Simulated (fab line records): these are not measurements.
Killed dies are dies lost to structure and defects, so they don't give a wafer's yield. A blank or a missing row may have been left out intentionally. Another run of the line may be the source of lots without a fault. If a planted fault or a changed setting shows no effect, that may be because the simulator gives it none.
Which of the tools did it? -- flow gf180mcu -- 15 lots, 45 wafers sampled, at 4 steps of a route of 602

WHAT THE GAUGES SHOWED, per wafer
GF_MIM_RS_MEAS_10: the measuring method here is four-point-probe.
lot,measured,on,MIM_ALCU_RS (ohm/sq)
L511,day 24 09:59,film-metro-01,0.1602 0.1617 0.1601
L512,day 24 20:22,film-metro-01,0.1579 0.1599 0.1604
L513,day 25 08:07,film-metro-03,0.1583 0.1614 0.1594
L514,day 25 12:13,film-metro-03,0.1589 0.1611 0.1583
L515,day 25 23:48,film-metro-01,0.1604 0.1594 0.1610
L520,day 27 16:47,film-metro-01,0.1603 0.1602 0.1612
L521,day 28 04:04,film-metro-01,0.1573 0.1561 0.1575
L523,day 28 13:17,film-metro-04,0.1595 0.1592 0.1605
L525,day 29 05:56,film-metro-04,0.1586 0.1595 0.1578
L527,day 29 14:44,film-metro-03,0.1572 0.1574 0.1554
L528,day 29 20:58,film-metro-03,0.1577 0.1577 0.1583
L529,day 30 05:07,film-metro-03,0.1622 0.1614 0.1607
L531,day 30 18:55,film-metro-03,0.1567 0.1562 0.1582
L533,day 31 04:13,film-metro-01,0.1579 0.1600 0.1576
L534,day 31 10:25,film-metro-01,0.1608 0.1607 0.1616

GF_V5_THK_MEAS_01.
lot,measured,on,V5_CVD_00_THK (nm)
L511,day 26 06:27,film-metro-01,302 309 301
L512,day 26 16:09,film-metro-04,298 302 298
L513,day 27 03:06,film-metro-02,303 300 299
L514,day 27 06:39,film-metro-04,305 309 303
L515,day 27 18:19,film-metro-04,298 297 300
L525,day 30 20:34,film-metro-02,303 299 304
L527,day 31 03:13,film-metro-02,301 300 305
L528,day 31 09:43,film-metro-04,301 303 303
L529,day 31 17:45,film-metro-04,300 300 299
L531,day 32 06:49,film-metro-04,303 302 303
L533,day 32 16:13,film-metro-01,299 302 301
L534,day 32 21:49,film-metro-01,299 300 303

EACH LOT AND THE TOOL THAT RAN IT (in order: tool; ch and the chambers of the sampled wafers; start)
lot,GF_MIM_SPUTTER_02,GF_M5_DEVELOP_06
L511,"pvd-sputter-02, day 24 09:41","litho-track-04 ch 0, day 26 05:23"
L512,"pvd-sputter-02, day 24 20:05","litho-track-03 ch 0, day 26 15:07"
L513,"pvd-sputter-02, day 25 07:50","litho-track-01 ch 0, day 27 02:01"
L514,"pvd-sputter-03, day 25 11:55","litho-track-01 ch 0, day 27 05:32"
L515,"pvd-sputter-02, day 25 23:31","litho-track-01 ch 0, day 27 17:16"
L520,"pvd-sputter-03, day 27 16:30","litho-track-04, day 29 07:19"
L521,"pvd-sputter-03, day 28 03:46","litho-track-01, day 29 18:11"
L523,"pvd-sputter-03, day 28 13:00","litho-track-03, day 30 03:52"
L525,"pvd-sputter-04, day 29 05:38","litho-track-01 ch 0, day 30 19:31"
L527,"pvd-sputter-03, day 29 14:28","litho-track-01 ch 0, day 31 02:10"
L528,"pvd-sputter-03, day 29 20:40","litho-track-04 ch 0, day 31 08:41"
L529,"pvd-sputter-04, day 30 04:49","litho-track-03 ch 0, day 31 16:44"
L531,"pvd-sputter-04, day 30 18:37","litho-track-01 ch 0, day 32 05:47"
L533,"pvd-sputter-03, day 31 03:54","litho-track-03 ch 0, day 32 15:02"
L534,"pvd-sputter-03, day 31 10:08","litho-track-01 ch 0, day 32 20:40"
- GF_MIM_SPUTTER_02: material AlCu, target thk 450 nm, time 23.9 s.
- GF_M5_DEVELOP_06: develop time 60 s.

WHAT THE TOOLS THEMSELVES READ (means of the sampled wafers that have a number; where no wafer has one, the mark that the record gives instead)
GF_MIM_SPUTTER_02.
lot,tool,throttle-valve-pct (%)
L511,pvd-sputter-02,29.0
L512,pvd-sputter-02,29.2
L513,pvd-sputter-02,29.7
L514,pvd-sputter-03,29.5
L515,pvd-sputter-02,29.0
L520,pvd-sputter-03,30.5
L521,pvd-sputter-03,31.0
L523,pvd-sputter-03,28.5
L525,pvd-sputter-04,29.8
L527,pvd-sputter-03,30.4
L528,pvd-sputter-03,29.3
L529,pvd-sputter-04,29.6
L531,pvd-sputter-04,29.5
L533,pvd-sputter-03,29.5
L534,pvd-sputter-03,30.4

GF_M5_DEVELOP_06.
lot,tool,chill-plate-temp-C (C)
L511,litho-track-04,23.07
L512,litho-track-03,23.12
L513,litho-track-01,23.09
L514,litho-track-01,23.07
L515,litho-track-01,23.14
L520,litho-track-04,-
L521,litho-track-01,-
L523,litho-track-03,-
L525,litho-track-01,23.03
L527,litho-track-01,22.94
L528,litho-track-04,23.19
L529,litho-track-03,23.01
L531,litho-track-01,22.99
L533,litho-track-03,22.91
L534,litho-track-01,23.05

THE ANSWER, worked out from the rows above alone
Rule: usual is defined by the lots themselves. Put in order of their means at a reading, lots are off if they are a third of the lots or fewer, leave a main group of 4 or more, and stand apart from it by a gap of 3 or more times the standard deviation of the main group's means; of several such gaps the widest counts. Not used: any main group whose means are identical at the precision the tables above print for the reading. A lot without any number at a reading at which 4 lots or more have one is off too. All remaining lots with rows at the step are treated as sound. After the gauges, taken in route order, come the tools' own readings; for these a lot's mean is taken, as printed above. The first step at which some lot is off is used, and at that step the reading that is off furthest; a lot without a number counts as furthest.
Off: L520, L521, L523 (GF_M5_DEVELOP_06, chill-plate-temp-C). Without a number there: L520, L521, L523. The main group has a mean of 23.05 C with a standard deviation of 0.078.
If a tool, at that step or one of the process steps before it, ran each lot that is off and ran no sound lot following the first of them, it fits. No candidate that was tried fits.

WHAT THE SIMULATOR HAD PUT IN
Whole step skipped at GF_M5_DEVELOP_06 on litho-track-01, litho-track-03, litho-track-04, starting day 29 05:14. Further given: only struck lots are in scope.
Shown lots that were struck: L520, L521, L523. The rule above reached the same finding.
